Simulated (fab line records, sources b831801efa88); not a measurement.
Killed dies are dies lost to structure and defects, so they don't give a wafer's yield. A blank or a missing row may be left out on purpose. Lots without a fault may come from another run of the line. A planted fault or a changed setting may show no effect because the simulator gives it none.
Which tool did it? | flow sfq_line | 14 lots, 42 wafers sampled, at 3 steps of a route of 325

WHAT THE GAUGES READ, wafer by wafer
The record holds no reading of a measuring or inspecting step that can be judged against a usual standard deviation.

WHICH TOOL RAN EACH LOT (tool, then ch and the chambers of the sampled wafers, then the start)
lot  | SFQ_TRILAYER_I7_CMP_CMP_184   | SFQ_TRILAYER_I7_METRO_MEASURE_185 | SFQ_TRILAYER_I7_VIA_ETCH_VIA_ETCH_190
L927 | cmp-01 ch 1,2, day 71 01:49   | film_metro-02, day 71 04:26       | rie_diel-04 ch 0,3, day 75 04:24
L929 | cmp-02 ch 1,2,3, day 71 07:49 | film_metro-02, day 71 11:08       | rie_diel-04 ch 1,2,3, day 75 06:58
L932 | cmp-01 ch 0,1,2, day 77 14:58 | film_metro-02, day 77 18:05       | rie_diel-01 ch 0,1, day 81 09:56
L933 | cmp-02 ch 0,1,3, day 77 18:22 | film_metro-04, day 77 20:41       | rie_diel-01 ch 0,1, day 81 13:32
L934 | cmp-01 ch 0,2,3, day 80 11:25 | film_metro-03, day 80 14:14       | rie_diel-01 ch 0,1,3, day 84 07:59
L935 | cmp-01 ch 2,3, day 80 15:40   | film_metro-02, day 80 19:11       | rie_diel-04 ch 0,1,2, day 84 10:23
L936 | cmp-01 ch 1,2,3, day 80 19:40 | film_metro-03, day 80 22:11       | rie_diel-02 ch 0,1,2, day 84 12:47
L938 | cmp-01 ch 0,2, day 81 12:02   | film_metro-04, day 81 14:40       | rie_diel-04 ch 0,2,3, day 85 01:13
L945 | cmp-02 ch 1,3, day 83 00:02   | film_metro-03, day 83 02:52       | rie_diel-02 ch 0,3, day 86 05:57
L946 | cmp-02 ch 0,2,3, day 83 04:07 | film_metro-04, day 83 06:14       | rie_diel-04 ch 0,2,3, day 86 09:40
L947 | cmp-02 ch 0,2,3, day 83 21:07 | film_metro-02, day 84 00:26       | rie_diel-04 ch 0,2,3, day 86 22:48
L948 | cmp-01 ch 0,2,3, day 84 01:55 | film_metro-02, day 84 04:02       | rie_diel-01 ch 1,3, day 87 06:00
L949 | cmp-02 ch 1,3, day 84 06:37   | film_metro-03, day 84 09:14       | rie_diel-04 ch 1,3, day 87 12:00
L950 | cmp-02 ch 1,2,3, day 84 10:37 | film_metro-02, day 84 12:26       | rie_diel-01 ch 1,2,3, day 87 16:48
- SFQ_TRILAYER_I7_CMP_CMP_184: polishes SiO2.
- SFQ_TRILAYER_I7_METRO_MEASURE_185
- SFQ_TRILAYER_I7_VIA_ETCH_VIA_ETCH_190: etches SiO2 in CHF3, stops on Nb, target depth 260 nm.

WHAT THE TOOLS THEMSELVES READ (means of the sampled wafers that have a number; where no wafer has one, the mark that the record gives instead)
SFQ_TRILAYER_I7_CMP_CMP_184. Usual: edge_zone_pressure_frac 1.000, standard deviation 0.0047; head_pressure_psi 3.000 psi, standard deviation 0.0071; motor_current_A 9.9 A, standard deviation 1.5; time_to_endpoint_s 218 s, standard deviation 6.4.
lot  | tool   | edge_zone_pressure_frac | head_pressure_psi (psi) | motor_current_A (A) | time_to_endpoint_s (s) | flag
L927 | cmp-01 | 0.997                   | 2.994                   | 8.6                 | 218                    |
L929 | cmp-02 | 0.998                   | 3.005                   | 10.1                | 216                    |
L932 | cmp-01 | 1.000                   | 2.997                   | 9.1                 | 212                    |
L933 | cmp-02 | 0.998                   | 3.000                   | 10.4                | 213                    |
L934 | cmp-01 | 1.000                   | 3.006                   | 9.9                 | 225                    |
L935 | cmp-01 | -                       | -                       | -                   | -                      | OFF
L936 | cmp-01 | -                       | -                       | -                   | -                      | OFF
L938 | cmp-01 | 1.002                   | 2.999                   | 8.1                 | 216                    |
L945 | cmp-02 | 1.000                   | 3.009                   | 9.6                 | 220                    |
L946 | cmp-02 | 0.997                   | 3.005                   | 9.6                 | 216                    |
L947 | cmp-02 | 0.998                   | 3.001                   | 9.5                 | 216                    |
L948 | cmp-01 | 0.997                   | 2.994                   | 9.9                 | 216                    |
L949 | cmp-02 | 1.000                   | 3.000                   | 9.8                 | 220                    |
L950 | cmp-02 | 0.999                   | 2.998                   | 10.1                | 225                    |

SFQ_TRILAYER_I7_METRO_MEASURE_185. Usual: thk_nm 200.8 nm, standard deviation 1.
lot  | tool          | thk_nm (nm) | flag
L927 | film_metro-02 | 201.2       |
L929 | film_metro-02 | 201.7       |
L932 | film_metro-02 | 200.9       |
L933 | film_metro-04 | 200.6       |
L934 | film_metro-03 | 201.8       |
L935 | film_metro-02 | 505.1       | OFF
L936 | film_metro-03 | 497.1       | OFF
L938 | film_metro-04 | 200.9       |
L945 | film_metro-03 | 200.1       |
L946 | film_metro-04 | 200.5       |
L947 | film_metro-02 | 201.8       |
L948 | film_metro-02 | 198.1       |
L949 | film_metro-03 | 200.8       |
L950 | film_metro-02 | 200.6       |

SFQ_TRILAYER_I7_VIA_ETCH_VIA_ETCH_190. Usual: drypump_motor_current_A 5.6 A, standard deviation 0.3; oes_product_au 0.856 a.u., standard deviation 0.0052.
lot  | tool        | drypump_motor_current_A (A) | oes_product_au (a.u.) | flag
L927 | rie_diel-04 | 5.4                         | 0.859                 |
L929 | rie_diel-04 | 5.7                         | 0.855                 |
L932 | rie_diel-01 | 5.8                         | 0.856                 |
L933 | rie_diel-01 | 5.8                         | 0.863                 |
L934 | rie_diel-01 | 5.6                         | 0.857                 |
L935 | rie_diel-04 | 5.6                         | 1.612                 | OFF
L936 | rie_diel-02 | 5.5                         | 1.613                 | OFF
L938 | rie_diel-04 | 5.4                         | 0.857                 |
L945 | rie_diel-02 | 5.6                         | 0.860                 |
L946 | rie_diel-04 | 5.4                         | 0.857                 |
L947 | rie_diel-04 | 5.4                         | 0.860                 |
L948 | rie_diel-01 | 5.4                         | 0.849                 |
L949 | rie_diel-04 | 5.6                         | 0.852                 |
L950 | rie_diel-01 | 5.7                         | 0.855                 |

THE ANSWER, worked out from the rows above alone
Rule: a lot is off if the mean of its wafers that have a number lies more than 3 standard deviations from the usual mean. A lot without any number at a reading at which 4 lots or more have one is off too. The other lots that the step has rows for count as sound. The gauges are gone through in route order, then the tools' own readings, and for those a lot's mean is taken as printed above. The first step at which some lot is off is used, and at that step the reading that is off furthest; a lot without a number counts as furthest.
Off: L935, L936, at SFQ_TRILAYER_I7_CMP_CMP_184 (edge_zone_pressure_frac). Without a number there: L935, L936.
A tool fits if, at that step or a process step before it, it ran every lot that is off, and no sound lot after the first of them. None of those tried fits.

WHAT THE SIMULATOR HAD PUT IN
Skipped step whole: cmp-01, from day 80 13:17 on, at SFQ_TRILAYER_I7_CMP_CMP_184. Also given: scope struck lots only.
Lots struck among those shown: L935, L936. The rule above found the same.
